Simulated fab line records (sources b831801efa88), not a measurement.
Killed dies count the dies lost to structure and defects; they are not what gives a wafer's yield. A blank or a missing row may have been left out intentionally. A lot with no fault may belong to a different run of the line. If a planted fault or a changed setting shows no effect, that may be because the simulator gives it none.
What tool caused it? | flow sky130 | Sampling: 13 lots, 39 wafers, 4 of 708 route steps

WHAT EACH GAUGE READ, for each wafer
No reading from a measuring or inspecting step in the record can be judged against a usual standard deviation.

WHAT TOOL EACH LOT RAN ON (gives the tool, then ch and the chambers of the sampled wafers, and finally the start)
lot  | SKY_SONOS_TUNNEL_IMPLANT_09     | SKY_GATE_OXIDE_STRIP_13             | SKY_LI_CONTACT_ETCH_15            | SKY_CONTACT_CVD_00
L266 | implanter-01 ch 0, day 11 13:22 | plasmaAsher-01 ch 1, day 15 03:11   | rieDiel-01 ch 1,3, day 30 15:51   | pecvd-02 ch 0,1, day 31 21:25
L268 | implanter-01 ch 0, day 12 00:25 | plasmaAsher-01 ch 0,1, day 15 04:50 | rieDiel-04 ch 0,1,3, day 30 15:56 | pecvd-01 ch 0,2, day 31 21:48
L270 | implanter-04 ch 0, day 13 09:08 | plasmaAsher-01 ch 0,1, day 15 20:34 | rieDiel-04 ch 0,1,3, day 31 03:59 | pecvd-01 ch 0,1,2, day 32 10:45
L271 | implanter-01 ch 0, day 13 17:56 | plasmaAsher-01 ch 0,1, day 16 07:33 | rieDiel-02 ch 2,3, day 31 16:08   | pecvd-02 ch 0,1, day 32 21:09
L272 | implanter-04 ch 0, day 13 18:56 | plasmaAsher-03 ch 1, day 16 10:00   | rieDiel-01 ch 0,1,2, day 31 22:17 | pecvd-02 ch 0,1, day 33 04:16
L273 | implanter-03 ch 0, day 14 01:45 | plasmaAsher-02 ch 0, day 16 18:02   | rieDiel-01 ch 0,1,3, day 32 00:53 | pecvd-01 ch 0,1,2, day 33 07:06
L275 | implanter-03 ch 0, day 14 13:51 | plasmaAsher-02 ch 0,1, day 17 07:50 | rieDiel-01 ch 0,2,3, day 32 11:51 | pecvd-04 ch 1,2, day 33 18:10
L276 | implanter-01 ch 0, day 15 00:17 | plasmaAsher-02 ch 0,1, day 17 21:01 | rieDiel-04 ch 0,1,3, day 33 01:18 | pecvd-02 ch 1,2, day 34 06:08
L278 | implanter-01 ch 0, day 15 16:40 | plasmaAsher-01 ch 0,1, day 18 08:49 | rieDiel-02 ch 1,2,3, day 33 10:33 | pecvd-04 ch 0,2, day 34 15:07
L280 | implanter-01 ch 0, day 15 22:30 | plasmaAsher-01 ch 0,1, day 18 18:56 | rieDiel-04 ch 0,1, day 34 02:17   | pecvd-01 ch 0,1,2, day 35 07:29
L285 | implanter-01 ch 0, day 17 14:58 | plasmaAsher-03 ch 0,1, day 20 13:17 | rieDiel-02 ch 0,1,2, day 35 12:06 | pecvd-01 ch 0,1, day 36 16:45
L288 | implanter-01 ch 0, day 18 22:43 | plasmaAsher-03 ch 0,1, day 21 21:52 | rieDiel-01 ch 0,3, day 36 16:45   | pecvd-02 ch 0,1,2, day 37 21:35
L289 | implanter-04 ch 0, day 18 22:47 | plasmaAsher-02 ch 0,1, day 21 20:20 | rieDiel-02 ch 0,3, day 36 12:42   | pecvd-02 ch 0,1, day 37 17:40
- SKY_SONOS_TUNNEL_IMPLANT_09
- SKY_GATE_OXIDE_STRIP_13: strips in O2/N2.
- SKY_LI_CONTACT_ETCH_15: etches PSG in C4F8/O2/Ar, stops on Si, target depth 600 nm.
- SKY_CONTACT_CVD_00: deposits Si3N4, target thk 75 nm.

AS READ BY THE TOOLS THEMSELVES (means over the sampled wafers that have a number; for cases with no such wafer, the mark the record gives instead)
SKY_SONOS_TUNNEL_IMPLANT_09. Usual: beamEnergyKeV at 19.999, with a standard deviation of 0.0067.
lot  | tool         | beamEnergyKeV | flag
L266 | implanter-01 | 20.011        | 
L268 | implanter-01 | 19.999        | 
L270 | implanter-04 | 19.993        | 
L271 | implanter-01 | 19.993        | 
L272 | implanter-04 | 19.997        | 
L273 | implanter-03 | 19.999        | 
L275 | implanter-03 | 20.000        | 
L276 | implanter-01 | 19.989        | 
L278 | implanter-01 | 19.995        | 
L280 | implanter-01 | 19.997        | 
L285 | implanter-01 | 19.070        | OFF
L288 | implanter-01 | 19.085        | OFF
L289 | implanter-04 | 20.004        | 

SKY_GATE_OXIDE_STRIP_13. Usual: drypumpMotorCurrentA 5.49 A, standard deviation 0.24; oesProductAu 0.716 a.u., standard deviation 0.004; stripTimeToEndpointS 14.18 s, standard deviation 0.041.
lot  | tool           | drypumpMotorCurrentA (A) | oesProductAu (a.u.) | stripTimeToEndpointS (s) | flag
L266 | plasmaAsher-01 | 5.70                     | 0.719               | 14.12                    | 
L268 | plasmaAsher-01 | 5.54                     | 0.719               | 14.12                    | 
L270 | plasmaAsher-01 | 5.39                     | 0.714               | 14.21                    | 
L271 | plasmaAsher-01 | 5.54                     | 0.718               | 14.13                    | 
L272 | plasmaAsher-03 | 5.66                     | 0.717               | 14.15                    | 
L273 | plasmaAsher-02 | 5.70                     | 0.716               | 14.16                    | 
L275 | plasmaAsher-02 | 5.29                     | 0.713               | 14.14                    | 
L276 | plasmaAsher-02 | 5.30                     | 0.716               | 14.23                    | 
L278 | plasmaAsher-01 | 5.40                     | 0.716               | 14.15                    | 
L280 | plasmaAsher-01 | 5.55                     | 0.714               | 14.21                    | 
L285 | plasmaAsher-03 | 5.58                     | 0.715               | 14.18                    | 
L288 | plasmaAsher-03 | 5.59                     | 0.712               | 14.20                    | 
L289 | plasmaAsher-02 | 5.47                     | 0.718               | 14.15                    | 

SKY_LI_CONTACT_ETCH_15. Usual: oesProductAu at 0.836 a.u., with a standard deviation of 0.0042.
lot  | tool       | oesProductAu (a.u.) | flag
L266 | rieDiel-01 | 0.837               | 
L268 | rieDiel-04 | 0.834               | 
L270 | rieDiel-04 | 0.835               | 
L271 | rieDiel-02 | 0.836               | 
L272 | rieDiel-01 | 0.838               | 
L273 | rieDiel-01 | 0.831               | 
L275 | rieDiel-01 | 0.838               | 
L276 | rieDiel-04 | 0.838               | 
L278 | rieDiel-02 | 0.836               | 
L280 | rieDiel-04 | 0.833               | 
L285 | rieDiel-02 | 0.836               | 
L288 | rieDiel-01 | 0.841               | 
L289 | rieDiel-02 | 0.835               | 

SKY_CONTACT_CVD_00. Usual: heaterPowerW at 682 W, with a standard deviation of 86.
lot  | tool     | heaterPowerW (W) | flag
L266 | pecvd-02 | 637              | 
L268 | pecvd-01 | 624              | 
L270 | pecvd-01 | 720              | 
L271 | pecvd-02 | 638              | 
L272 | pecvd-02 | 618              | 
L273 | pecvd-01 | 692              | 
L275 | pecvd-04 | 643              | 
L276 | pecvd-02 | 705              | 
L278 | pecvd-04 | 622              | 
L280 | pecvd-01 | 687              | 
L285 | pecvd-01 | 624              | 
L288 | pecvd-02 | 701              | 
L289 | pecvd-02 | 661              | 

THE ANSWER, worked out from the rows above alone
Rule: take the mean of a lot's wafers that have a number; if it is more than 3 standard deviations from the usual mean, the lot is off. A lot without any number at a reading at which 4 lots or more have one is off too. The other lots that the step has rows for count as sound. First the gauges in route order, then the tools' own readings, where a lot's mean is used as printed above. The first step at which some lot is off is used, and at that step the reading that is off furthest; a lot without a number counts as furthest.
Off at SKY_SONOS_TUNNEL_IMPLANT_09 (beamEnergyKeV): L285, L288.
A tool fits if, at that step or a process step before it, it ran every lot that is off, and no sound lot after the first of them. One candidate fits, namely implanter-01 at SKY_SONOS_TUNNEL_IMPLANT_09. Its last sound lot is L280 (day 15 22:30), its first lot that is off L285 (day 17 14:58): a fault that began between those two fits.
The tool's own readings at SKY_SONOS_TUNNEL_IMPLANT_09 bear it out: on the lots that are off they differ by more than 5 times the standard deviation of the sound lots' means. beamEnergyKeV reads 19.078 there against 19.998 on the sound lots.

WHAT WAS PUT IN BY THE SIMULATOR
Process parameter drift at SKY_SONOS_TUNNEL_IMPLANT_09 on implanter-01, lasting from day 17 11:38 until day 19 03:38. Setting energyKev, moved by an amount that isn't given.
Shown lots that were struck: L285, L288. Same finding as the rule above.
